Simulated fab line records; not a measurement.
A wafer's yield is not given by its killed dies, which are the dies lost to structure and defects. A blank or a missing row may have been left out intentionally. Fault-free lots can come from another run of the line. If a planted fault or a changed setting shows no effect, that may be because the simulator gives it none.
fab line records | flow gf180mcu
record lots=24 wafers=72 lastDay=34
route steps=602 shown V1@359 M3@411 M4@456 MIM@510
lots untouched by any fault: they come from a run of this same line in which no faults occurred
startH: start of the lot's first displayed wafer, in hours after the record's first day | waitH: how many hours have passed since the lot's step before this one | " as in the row above | L1.1+2: a row that stands for several wafers | - no value, or no start was given | * or withheld: withheld | < > ~ a bound
route shown NAME@n: NAME is a module with steps in the file, n the number in the route of the first one | usual: the fault-free wafers' mean and standard deviation | same: alike in all rows | chamber/n: place in a boat | sites: readings site by site | _std_site: standard deviation across them | _edge_site: outer sites' mean less inner sites' | radiusMm: how far each site lies from the wafer's centre | mask NAME#n: copy n | behind: the last tool/chamber to shape the wafer | hold: what put the lot on hold/how long, in hours/how the hold closed | device: which transistor (n, p or np) failed to switch | end of line: the route-end tests of the same wafers | step lacking rows: just its recipe | killed: not the wafer's yield, but the dies lost to structure and defects at the first sort | map: per-die view of a wafer (x killed, . not killed, _ where there is no die)
set.NAME: setting as actually run; set.NAME@STEP: the setting as run at that earlier step | model.NAME: the simulator's own value behind a step, which no gauge read
the route's steps for a sample of lots (tables are steps, rows are wafers)
services: a tool's chamber out of use, with start hour (startH, from the record's first day; less than 0 if before it), hours out, and reason
## steps
# step GF_V1_RS_MEAS_24
# recipe thkMeasGauge=four-point-probe reads=W_of_V1_CVD_23+TiN_of_V1_SPUTTER_22+Ti_of_V1_SPUTTER_21
# usual V1_W_RS=0.325/0.0045
# columns lot.wafer tool chamber startH waitH V1_W_RS[ohm/sq]
L074.3 filmMetro-01 - 412.14 0.1 0.315
L074.5 " - " " 0.318
L074.6 " - " " 0.328
L075.3 filmMetro-01 - 424.66 0.1 0.331
L075.4 " - " " 0.322
L075.5 " - " " 0.319
L076.1 filmMetro-01 - 435.21 0.1 0.322
L076.5 " - " " 0.319
L076.6 " - " " 0.326
L077.1 filmMetro-03 - 439.90 0.1 0.324
L077.5 " - " " 0.326
L077.6 " - " " 0.326
L078.1 filmMetro-01 - 446.58 0.1 0.320
L078.3 " - " " 0.332
L078.4 " - " " 0.316
L079.1 filmMetro-04 - 456.84 0.2 0.328
L079.4 " - " " 0.330
L079.5 " - " " 0.327
L080.1 filmMetro-03 - 467.92 0.1 0.322
L080.5 " - " " 0.329
L080.6 " - " " 0.321
L081.1 filmMetro-01 - 471.92 0.1 0.326
L081.4 " - " " 0.328
L081.6 " - " " 0.326
L082.4 filmMetro-01 - 486.38 0.1 0.328
L082.5 " - " " 0.323
L082.6 " - " " 0.327
L083.1 filmMetro-04 - 493.40 0.2 0.319
L083.2 " - " " 0.316
L083.5 " - " " 0.321
L084.1 filmMetro-03 - 504.91 0.1 0.321
L084.3 " - " " 0.331
L084.6 " - " " 0.334
L085.1 filmMetro-03 - 511.34 0.1 0.320
L085.4 " - " " 0.321
L085.6 " - " " 0.327
L086.3 filmMetro-04 - 526.58 0.1 0.327
L086.5 " - " " 0.321
L086.6 " - " " 0.327
L087.1 filmMetro-03 - 529.85 0.1 0.326
L087.3 " - " " 0.325
L087.4 " - " " 0.324
L088.1 filmMetro-04 - 537.07 0.1 0.323
L088.2 " - " " 0.321
L088.3 " - " " 0.328
L089.1 filmMetro-01 - 546.33 0.1 0.329
L089.2 " - " " 0.322
L089.5 " - " " 0.324
L090.2 filmMetro-01 - 552.84 0.1 0.319
L090.3 " - " " 0.324
L090.5 " - " " 0.325
L091.4 filmMetro-03 - 561.68 0.1 0.321
L091.5 " - " " 0.323
L091.6 " - " " 0.320
L092.2 filmMetro-03 - 568.44 0.1 0.326
L092.3 " - " " 0.322
L092.6 " - " " 0.324
L093.3 filmMetro-03 - 578.60 0.1 0.319
L093.4 " - " " 0.329
L093.6 " - " " 0.330
L094.3 filmMetro-04 - 586.10 0.1 0.322
L094.4 " - " " 0.331
L094.6 " - " " 0.326
L095.3 filmMetro-03 - 593.77 0.1 0.324
L095.4 " - " " 0.334
L095.5 " - " " 0.328
L096.2 filmMetro-01 - 596.33 0.1 0.328
L096.3 " - " " 0.324
L096.6 " - " " 0.331
L097.2 filmMetro-01 - 604.34 0.1 0.323
L097.4 " - " " 0.325
L097.6 " - " " 0.317
# step GF_M3_SPUTTER_02
# recipe material=AlCu targetThkNm=450 powerW=10600 timeS=23.9 chamberPressurePa=0.4
# usual cathodeDcPowerW=10600/1.8 throttleValvePct=29.8/0.5
# columns lot.wafer tool chamber startH waitH cathodeDcPowerW throttleValvePct
L074.3 pvdSputter-04 - 463.41 0.0 10601 29.7
L074.5 " - " " 10603 30.3
L074.6 " - " " 10599 30.2
L075.3 pvdSputter-04 - 476.99 0.0 10598 30.0
L075.4 " - " " 10601 29.6
L075.5 " - " " 10598 30.1
L076.1 pvdSputter-03 - 487.73 0.0 10599 29.1
L076.5 " - " " 10600 29.6
L076.6 " - " " 10599 29.9
L077.1 pvdSputter-04 - 493.17 0.0 10601 29.5
L077.5 " - " " 10600 30.1
L077.6 " - " " 10601 30.2
L078.1 pvdSputter-04 - 499.27 0.0 10602 30.2
L078.3 " - " " 10601 29.9
L078.4 " - " " 10600 30.3
L079.1 pvdSputter-01 - 508.57 0.0 10597 29.3
L079.4 " - " " 10598 29.4
L079.5 " - " " 10600 29.5
L080.1 pvdSputter-01 - 519.42 0.0 10602 29.2
L080.5 " - " " 10603 31.1
L080.6 " - " " 10598 29.1
L081.1 pvdSputter-04 - 523.14 0.0 10596 30.1
L081.4 " - " " 10597 29.8
L081.6 " - " " 10597 29.9
L082.4 pvdSputter-03 - 536.67 0.0 10597 30.2
L082.5 " - " " 10600 29.8
L082.6 " - " " 10600 29.9
L083.1 pvdSputter-01 - 543.60 0.0 10599 29.8
L083.2 " - " " 10599 30.9
L083.5 " - " " 10596 31.1
L084.1 pvdSputter-04 - 553.90 0.0 10602 29.5
L084.3 " - " " 10599 30.2
L084.6 " - " " 10599 29.9
L085.1 pvdSputter-03 - 559.87 0.0 10597 30.1
L085.4 " - " " 10600 28.9
L085.6 " - " " 10597 29.5
L086.3 pvdSputter-01 - 575.39 0.0 10599 31.2
L086.5 " - " " 10602 29.7
L086.6 " - " " 10603 29.4
L087.1 pvdSputter-03 - 578.82 0.0 10599 29.1
L087.3 " - " " 10598 30.3
L087.4 " - " " 10601 30.0
L088.1 pvdSputter-04 - 585.63 0.0 10602 29.3
L088.2 " - " " 10602 29.7
L088.3 " - " " 10600 30.1
L089.1 pvdSputter-03 - 593.69 0.0 10598 29.1
L089.2 " - " " 10604 30.0
L089.5 " - " " 10599 30.1
L090.2 pvdSputter-03 - 599.42 0.0 10602 30.3
L090.3 " - " " 10600 30.0
L090.5 " - " " 10598 29.9
L091.4 pvdSputter-03 - 608.89 0.0 10602 29.8
L091.5 " - " " 10601 29.9
L091.6 " - " " 10598 28.8
L092.2 pvdSputter-04 - 614.79 0.0 10599 29.4
L092.3 " - " " 10602 30.0
L092.6 " - " " 10601 30.1
L093.3 pvdSputter-03 - 623.97 0.0 10601 30.1
L093.4 " - " " 10600 29.5
L093.6 " - " " 10599 29.9
L094.3 pvdSputter-03 - 631.70 0.0 10601 29.9
L094.4 " - " " 10595 29.5
L094.6 " - " " 10602 29.1
L095.3 pvdSputter-04 - 638.73 0.0 10599 29.9
L095.4 " - " " 10602 30.2
L095.5 " - " " 10600 29.3
L096.2 pvdSputter-01 - 640.66 0.0 10600 29.6
L096.3 " - " " 10602 31.1
L096.6 " - " " 10600 31.1
L097.2 pvdSputter-01 - 648.77 0.0 10597 29.8
L097.4 " - " " 10600 31.1
L097.6 " - " " 10604 29.4
# step GF_M3_METAL_ETCH_16
# recipe chemistry=Cl2/BCl3 maskMaterial=KrF targetDepthNm=750.8 stopOn=SiO2 pressureMtorr=8 icpW=800 biasW=140 Cl2_flow_sccm=80 bcl3FlowSccm=40 timeS=125.1
# usual biasW=139.9/0.4 drypumpMotorCurrentA=6.0/0.5 oesProductAu=0.984/0.0094 throttleValvePct=28.237/0.012
# columns lot.wafer tool chamber startH waitH biasW drypumpMotorCurrentA oesProductAu rfHoursCounterH throttleValvePct
L074.3 rieMetal-03 1 488.58 0.1 140.2 6.7 0.974 - 28.241
L074.5 " 0 " " 139.3 5.9 1.003 - 28.217
L074.6 " 1 " " 139.9 6.7 0.979 - 28.252
L075.3 rieMetal-03 1 501.19 0.1 139.7 6.7 0.976 - 28.237
L075.4 " 0 " " 140.0 5.9 0.991 - 28.239
L075.5 " 1 " " 140.1 6.7 0.976 - 28.255
L076.1 rieMetal-01 1 511.40 0.0 140.1 6.4 0.986 11 28.224
L076.5 " 0 " " 139.6 5.4 0.992 - 28.238
L076.6 " 1 " " 140.5 6.4 0.990 - 28.240
L077.1 rieMetal-03 0 516.75 0.0 140.1 5.9 0.998 11 28.234
L077.5 " 0 " " 140.3 5.9 0.993 - 28.234
L077.6 " 1 " " 139.2 6.7 0.984 - 28.259
L078.1 rieMetal-04 1 523.05 0.0 140.1 5.6 0.972 5 28.255
L078.3 " 1 " " 139.9 5.6 0.971 - 28.252
L078.4 " 0 " " 139.3 5.5 0.976 - 28.261
L079.1 rieMetal-04 1 531.85 0.0 140.1 5.6 0.968 5 28.253
L079.4 " 1 " " 139.8 5.7 0.972 - 28.246
L079.5 " 0 " " 139.6 5.5 0.981 - 28.238
L080.1 rieMetal-01 1 542.85 0.0 140.0 6.4 0.995 12 28.242
L080.5 " 0 " " 140.1 5.4 0.987 - 28.228
L080.6 " 1 " " 140.3 6.4 0.991 - 28.232
L081.1 rieMetal-03 1 545.85 0.0 140.2 6.7 0.987 11 28.250
L081.4 " 1 " " 140.2 6.7 0.980 - 28.241
L081.6 " 1 " " 140.1 6.7 0.981 - 28.235
L082.4 rieMetal-01 1 559.54 0.1 139.3 6.4 0.992 - 28.234
L082.5 " 0 " " 139.3 5.4 0.996 - 28.227
L082.6 " 1 " " 140.2 6.4 0.993 - 28.218
L083.1 rieMetal-04 1 566.10 0.0 140.2 5.7 0.970 6 28.268
L083.2 " 0 " " 139.4 5.5 0.970 10 28.265
L083.5 " 1 " " 140.1 5.7 0.965 - 28.251
L084.1 rieMetal-03 0 576.05 0.0 139.9 5.9 0.992 1 28.234
L084.3 " 1 " " 140.1 6.7 0.984 - 28.248
L084.6 " 0 " " 139.2 5.9 0.987 - 28.226
L085.1 rieMetal-03 1 581.75 0.0 139.9 6.7 0.981 12 28.266
L085.4 " 1 " " 139.5 6.7 0.980 - 28.242
L085.6 " 0 " " 139.7 5.9 0.993 - 28.241
L086.3 rieMetal-01 0 596.89 0.1 140.1 5.4 0.985 - 28.235
L086.5 " 1 " " 139.6 6.4 0.986 - 28.224
L086.6 " 0 " " 140.3 5.4 0.993 - 28.223
L087.1 rieMetal-01 1 600.40 0.0 139.4 6.4 0.993 14 28.222
L087.3 " 1 " " 140.3 6.4 0.987 - 28.239
L087.4 " 0 " " 139.8 5.4 1.001 - 28.225
L088.1 rieMetal-04 1 606.95 0.0 140.6 5.7 0.974 7 28.233
L088.2 " 0 " " 140.1 5.5 0.974 12 28.253
L088.3 " 1 " " 140.1 5.7 0.973 - 28.225
L089.1 rieMetal-01 1 614.40 0.0 139.5 6.3 0.996 15 28.231
L089.2 " 0 " " 140.3 5.4 0.991 13 28.217
L089.5 " 0 " " 140.3 5.4 0.996 - 28.229
L090.2 rieMetal-03 0 620.55 0.0 140.0 5.9 0.989 2 28.224
L090.3 " 1 " " 140.4 6.7 0.982 - 28.247
L090.5 " 1 " " 139.4 6.7 0.976 - 28.240
L091.4 rieMetal-01 1 629.79 0.1 139.9 6.4 0.984 - 28.237
L091.5 " 0 " " 139.8 5.4 0.985 - 28.226
L091.6 " 1 " " 140.2 6.4 0.993 - 28.232
L092.2 rieMetal-03 1 635.45 0.0 139.5 6.7 0.969 14 28.232
L092.3 " 0 " " 139.8 5.9 0.989 - 28.229
L092.6 " 0 " " 140.0 5.9 0.988 - 28.226
L093.3 rieMetal-01 0 644.72 0.1 140.4 5.4 0.989 - 28.213
L093.4 " 0 " " 140.7 5.4 0.997 - 28.224
L093.6 " 0 " " 140.6 5.4 0.998 - 28.218
L094.3 rieMetal-03 0 652.14 0.1 139.4 5.9 1.001 - 28.247
L094.4 " 1 " " 140.3 6.7 0.971 - 28.235
L094.6 " 0 " " 139.4 5.9 0.987 - 28.249
L095.3 rieMetal-03 0 658.97 0.1 140.1 5.9 0.980 - 28.237
L095.4 " 1 " " 139.9 6.7 0.977 - 28.248
L095.5 " 0 " " 138.9 5.9 0.984 - 28.250
L096.2 rieMetal-04 1 659.88 0.0 139.6 5.7 0.978 9 28.248
L096.3 " 1 " " 139.4 5.7 0.965 - 28.243
L096.6 " 0 " " 139.9 5.5 0.976 - 28.236
L097.2 rieMetal-03 0 668.65 0.0 139.3 5.9 0.978 4 28.245
L097.4 " 1 " " 140.1 6.7 0.973 - 28.246
L097.6 " 1 " " 139.3 6.7 0.977 - 28.241
# step GF_M4_SPUTTER_00
# recipe material=Ti targetThkNm=37.5 arrivingIonEnergyEv=80 substrateTempC=200 chamberPressurePa=2 powerW=4000 timeS=150
# usual cathodeDcPowerW=4000.0/0.65 throttleValvePct=30.0/0.99
# columns lot.wafer tool chamber startH waitH cathodeDcPowerW throttleValvePct
L074.3 pvdSputter-03 - 514.21 0.1 3998.4 29.1
L074.5 " - " " 4000.5 29.5
L074.6 " - " " 3999.7 30.0
L075.3 pvdSputter-02 - 527.32 0.2 3999.9 29.3
L075.4 " - " " 4000.2 29.4
L075.5 " - " " 3999.9 29.4
L076.1 pvdSputter-02 - 537.20 0.2 3999.8 29.5
L076.5 " - " " 4000.9 32.6
L076.6 " - " " 4001.2 29.8
L077.1 pvdSputter-03 - 541.41 0.1 4000.5 29.9
L077.5 " - " " 4000.2 29.9
L077.6 " - " " 3998.9 30.1
L078.1 pvdSputter-02 - 547.78 0.1 3999.6 32.6
L078.3 " - " " 4000.9 29.2
L078.4 " - " " 4001.3 30.3
L079.1 pvdSputter-03 - 557.60 0.1 4000.2 30.2
L079.4 " - " " 4000.4 28.9
L079.5 " - " " 4000.8 30.0
L080.1 pvdSputter-01 - 568.55 0.1 3999.8 31.2
L080.5 " - " " 3999.3 29.8
L080.6 " - " " 3999.1 29.8
L081.1 pvdSputter-01 - 570.22 0.2 4000.0 29.7
L081.4 " - " " 3999.8 29.4
L081.6 " - " " 4001.4 29.7
L082.4 pvdSputter-02 - 584.65 0.1 3999.8 29.5
L082.5 " - " " 3999.9 29.4
L082.6 " - " " 4000.5 30.2
L083.1 pvdSputter-01 - 590.42 0.2 3998.9 29.5
L083.2 " - " " 4000.3 31.1
L083.5 " - " " 4000.4 29.7
L084.1 pvdSputter-01 - 599.80 0.2 3999.6 29.6
L084.3 " - " " 3999.7 31.1
L084.6 " - " " 4000.0 30.9
L085.1 pvdSputter-02 - 605.40 0.1 4000.0 29.1
L085.4 " - " " 3999.9 29.6
L085.6 " - " " 3998.8 30.2
L086.3 pvdSputter-03 - 620.34 0.1 3999.6 29.0
L086.5 " - " " 4000.1 29.1
L086.6 " - " " 3999.6 29.9
L087.1 pvdSputter-02 - 623.95 0.2 4000.0 29.4
L087.3 " - " " 3999.0 29.1
L087.4 " - " " 4000.0 30.2
L088.1 pvdSputter-02 - 630.25 0.2 3999.3 29.7
L088.2 " - " " 3999.6 32.5
L088.3 " - " " 4000.7 29.3
L089.1 pvdSputter-01 - 638.08 0.2 3999.5 29.7
L089.2 " - " " 3999.9 31.0
L089.5 " - " " 4000.5 31.3
L090.2 pvdSputter-01 - 644.10 0.2 4000.4 29.4
L090.3 " - " " 4000.3 29.6
L090.5 " - " " 4000.2 29.4
L091.4 pvdSputter-03 - 651.69 0.2 4000.5 30.0
L091.5 " - " " 4000.0 29.9
L091.6 " - " " 3999.1 28.9
L092.2 pvdSputter-03 - 657.84 0.1 3999.3 29.7
L092.3 " - " " 3998.8 30.0
L092.6 " - " " 3999.5 30.0
L093.3 pvdSputter-02 - 666.64 0.2 4001.0 32.6
L093.4 " - " " 3999.3 29.5
L093.6 " - " " 4000.3 29.5
L094.3 pvdSputter-02 - 674.36 0.2 4000.7 29.2
L094.4 " - " " 4001.0 32.5
L094.6 " - " " 3999.4 32.5
L095.3 pvdSputter-01 - 681.04 0.2 4000.4 29.5
L095.4 " - " " 4000.5 29.5
L095.5 " - " " 4000.1 29.5
L096.2 pvdSputter-01 - 682.50 0.1 3999.6 29.6
L096.3 " - " " 3999.6 29.4
L096.6 " - " " 3999.5 29.3
L097.2 pvdSputter-03 - 690.30 0.1 3999.0 29.7
L097.4 " - " " 4000.4 29.6
L097.6 " - " " 4000.2 30.2
# step GF_M4_SPUTTER_04
# recipe material=TiN targetThkNm=50 powerW=6500 timeS=40.31 chamberPressurePa=0.4
# usual cathodeDcPowerW=6500.0/1.2 throttleValvePct=30.0/1
# columns lot.wafer tool chamber startH waitH cathodeDcPowerW throttleValvePct
L074.3 pvdSputter-03 - 514.39 0.0 6499.4 29.1
L074.5 " - " " 6499.2 29.5
L074.6 " - " " 6498.3 29.9
L075.3 pvdSputter-02 - 527.50 0.0 6502.1 29.1
L075.4 " - " " 6501.0 29.5
L075.5 " - " " 6498.7 29.2
L076.1 pvdSputter-02 - 537.38 0.0 6500.4 29.7
L076.5 " - " " 6500.7 32.6
L076.6 " - " " 6501.5 29.3
L077.1 pvdSputter-03 - 541.59 0.0 6499.6 30.1
L077.5 " - " " 6499.5 29.6
L077.6 " - " " 6500.8 30.2
L078.1 pvdSputter-02 - 547.96 0.0 6499.6 33.0
L078.3 " - " " 6500.7 29.5
L078.4 " - " " 6500.7 30.3
L079.1 pvdSputter-03 - 557.78 0.0 6499.2 29.9
L079.4 " - " " 6498.5 29.1
L079.5 " - " " 6499.0 29.7
L080.1 pvdSputter-01 - 568.73 0.0 6499.0 30.9
L080.5 " - " " 6501.5 29.5
L080.6 " - " " 6498.4 29.6
L081.1 pvdSputter-01 - 570.40 0.0 6500.3 29.4
L081.4 " - " " 6500.6 29.4
L081.6 " - " " 6501.5 29.3
L082.4 pvdSputter-02 - 584.83 0.0 6498.1 29.6
L082.5 " - " " 6499.3 29.3
L082.6 " - " " 6498.4 30.5
L083.1 pvdSputter-01 - 590.60 0.0 6500.6 29.2
L083.2 " - " " 6501.8 30.9
L083.5 " - " " 6499.8 29.4
L084.1 pvdSputter-01 - 599.98 0.0 6499.8 29.7
L084.3 " - " " 6498.1 30.9
L084.6 " - " " 6502.9 30.9
L085.1 pvdSputter-02 - 605.58 0.0 6501.7 29.4
L085.4 " - " " 6498.6 29.6
L085.6 " - " " 6499.6 30.2
L086.3 pvdSputter-03 - 620.52 0.0 6499.7 29.0
L086.5 " - " " 6498.2 28.9
L086.6 " - " " 6498.6 30.2
L087.1 pvdSputter-02 - 624.13 0.0 6499.8 29.5
L087.3 " - " " 6498.2 29.2
L087.4 " - " " 6500.8 30.2
L088.1 pvdSputter-02 - 630.43 0.0 6498.4 29.6
L088.2 " - " " 6502.0 32.5
L088.3 " - " " 6500.9 29.0
L089.1 pvdSputter-01 - 638.26 0.0 6502.3 29.5
L089.2 " - " " 6499.9 31.1
L089.5 " - " " 6498.4 31.0
L090.2 pvdSputter-01 - 644.28 0.0 6498.9 29.7
L090.3 " - " " 6499.4 29.3
L090.5 " - " " 6500.8 29.1
L091.4 pvdSputter-03 - 651.87 0.0 6501.4 30.3
L091.5 " - " " 6499.6 30.2
L091.6 " - " " 6499.1 29.1
L092.2 pvdSputter-03 - 658.02 0.0 6500.3 29.4
L092.3 " - " " 6497.8 29.9
L092.6 " - " " 6498.5 30.3
L093.3 pvdSputter-02 - 666.82 0.0 6500.0 32.4
L093.4 " - " " 6501.4 29.6
L093.6 " - " " 6500.0 29.6
L094.3 pvdSputter-02 - 674.54 0.0 6500.2 29.3
L094.4 " - " " 6499.2 32.6
L094.6 " - " " 6499.1 32.7
L095.3 pvdSputter-01 - 681.22 0.0 6499.3 29.4
L095.4 " - " " 6498.6 29.8
L095.5 " - " " 6502.2 29.6
L096.2 pvdSputter-01 - 682.68 0.0 6500.4 29.7
L096.3 " - " " 6500.4 29.4
L096.6 " - " " 6498.6 29.4
L097.2 pvdSputter-03 - 690.48 0.0 6499.4 30.1
L097.4 " - " " 6500.9 29.8
L097.6 " - " " 6498.2 30.0
# step GF_MIM_SPUTTER_07
# recipe material=TiN targetThkNm=60 powerW=6500 timeS=50 chamberPressurePa=0.4
# usual cathodeDcPowerW=6500.1/1.1 throttleValvePct=29.7/0.54
# columns lot.wafer tool chamber startH waitH cathodeDcPowerW throttleValvePct
L074.3 pvdSputter-03 - 563.61 0.0 6499.1 29.9
L074.5 " - " " 6499.5 29.9
L074.6 " - " " 6502.3 29.2
L075.3 pvdSputter-03 - 576.68 0.0 6498.6 30.1
L075.4 " - " " 6499.4 29.6
L075.5 " - " " 6499.2 30.3
L076.1 pvdSputter-01 - 585.26 0.1 6498.6 29.4
L076.5 " - " " 6500.1 29.6
L076.6 " - " " 6499.9 29.0
L077.1 pvdSputter-04 - 588.32 0.1 6497.6 29.3
L077.5 " - " " 6497.8 30.3
L077.6 " - " " 6500.7 30.3
L078.1 pvdSputter-03 - 594.25 0.1 6499.3 30.1
L078.3 " - " " 6500.7 29.7
L078.4 " - " " 6500.2 30.2
L079.1 pvdSputter-01 - 603.63 0.1 6500.2 29.4
L079.4 " - " " 6500.3 31.2
L079.5 " - " " 6499.8 29.2
L080.1 pvdSputter-01 - 613.99 0.1 6501.9 29.9
L080.5 " - " " 6500.7 31.0
L080.6 " - " " 6500.4 29.8
L081.1 pvdSputter-03 - 615.88 0.1 6501.9 29.7
L081.4 " - " " 6500.8 29.0
L081.6 " - " " 6501.6 29.9
L082.4 pvdSputter-03 - 630.05 0.0 6501.7 29.5
L082.5 " - " " 6499.4 28.8
L082.6 " - " " 6499.1 30.0
L083.1 pvdSputter-03 - 635.29 0.1 6499.8 30.2
L083.2 " - " " 6498.8 29.6
L083.5 " - " " 6499.1 28.8
L084.1 pvdSputter-03 - 644.66 0.1 6500.1 30.1
L084.3 " - " " 6501.2 28.8
L084.6 " - " " 6500.4 29.5
L085.1 pvdSputter-03 - 649.91 0.1 6500.6 29.5
L085.4 " - " " 6500.4 28.9
L085.6 " - " " 6501.7 29.0
L086.3 pvdSputter-01 - 662.47 0.0 6500.8 29.4
L086.5 " - " " 6498.7 29.3
L086.6 " - " " 6500.8 29.7
L087.1 pvdSputter-03 - 668.05 0.1 6499.9 30.3
L087.3 " - " " 6500.1 30.3
L087.4 " - " " 6499.3 29.5
L088.1 pvdSputter-03 - 673.97 0.1 6501.8 29.2
L088.2 " - " " 6499.8 29.6
L088.3 " - " " 6497.7 29.9
L089.1 pvdSputter-03 - 680.46 0.1 6499.7 29.6
L089.2 " - " " 6499.1 30.0
L089.5 " - " " 6502.0 28.9
L090.2 pvdSputter-01 - 686.68 0.0 6500.8 29.7
L090.3 " - " " 6500.6 29.6
L090.5 " - " " 6500.2 29.4
L091.4 pvdSputter-03 - 694.69 0.0 6499.7 29.9
L091.5 " - " " 6499.7 30.1
L091.6 " - " " 6497.7 30.0
L092.2 pvdSputter-03 - 699.92 0.0 6500.5 30.2
L092.3 " - " " 6499.1 28.9
L092.6 " - " " 6500.2 28.9
L093.3 pvdSputter-04 - 708.17 0.0 6498.2 29.6
L093.4 " - " " 6497.4 29.7
L093.6 " - " " 6501.1 29.5
L094.3 pvdSputter-01 - 714.81 0.0 6499.9 29.4
L094.4 " - " " 6499.8 29.6
L094.6 " - " " 6500.1 29.3
L095.3 pvdSputter-04 - 721.62 0.0 6500.0 29.9
L095.4 " - " " 6501.4 30.4
L095.5 " - " " 6498.8 29.4
L096.2 pvdSputter-03 - 722.86 0.0 6501.1 29.5
L096.3 " - " " 6499.2 29.2
L096.6 " - " " 6502.2 29.7
L097.2 pvdSputter-01 - 730.38 0.0 6499.6 29.4
L097.4 " - " " 6501.0 31.2
L097.6 " - " " 6499.6 31.2
## services
# columns tool chamber startH hours kind
rieMetal-01 0 444.34 16.4 repair
pvdSputter-03 0 447.28 - consumableReplace:kit
pvdSputter-03 0 447.28 18.0 scheduledDown
pvdSputter-03 0 447.28 18.0 ventCycle
pvdSputter-03 - 453.78 8.7 repair
rieMetal-04 - 457.89 2.8 pm
pvdSputter-02 - 528.37 8.7 repair
pvdSputter-03 - 541.97 1.4 repair
rieMetal-03 1 555.03 20.2 repair
pvdSputter-03 - 560.40 1.4 repair
pvdSputter-02 - 568.85 2.3 repair
rieMetal-04 - 574.09 0.6 repair
pvdSputter-01 2 579.27 - consumableReplace:kit
pvdSputter-01 2 579.27 18.0 scheduledDown
pvdSputter-01 2 579.27 18.0 ventCycle
rieMetal-04 - 670.49 0.3 repair
pvdSputter-04 - 672.20 1.4 repair
pvdSputter-01 1 679.64 - consumableReplace:kit
pvdSputter-01 1 679.64 18.0 scheduledDown
pvdSputter-01 1 679.64 18.0 ventCycle
pvdSputter-03 3 680.56 - consumableReplace:kit
rieMetal-04 - 701.97 62.0 repair
rieMetal-03 - 718.13 14.6 pm
pvdSputter-04 - 724.92 1.2 repair
## key
fault none
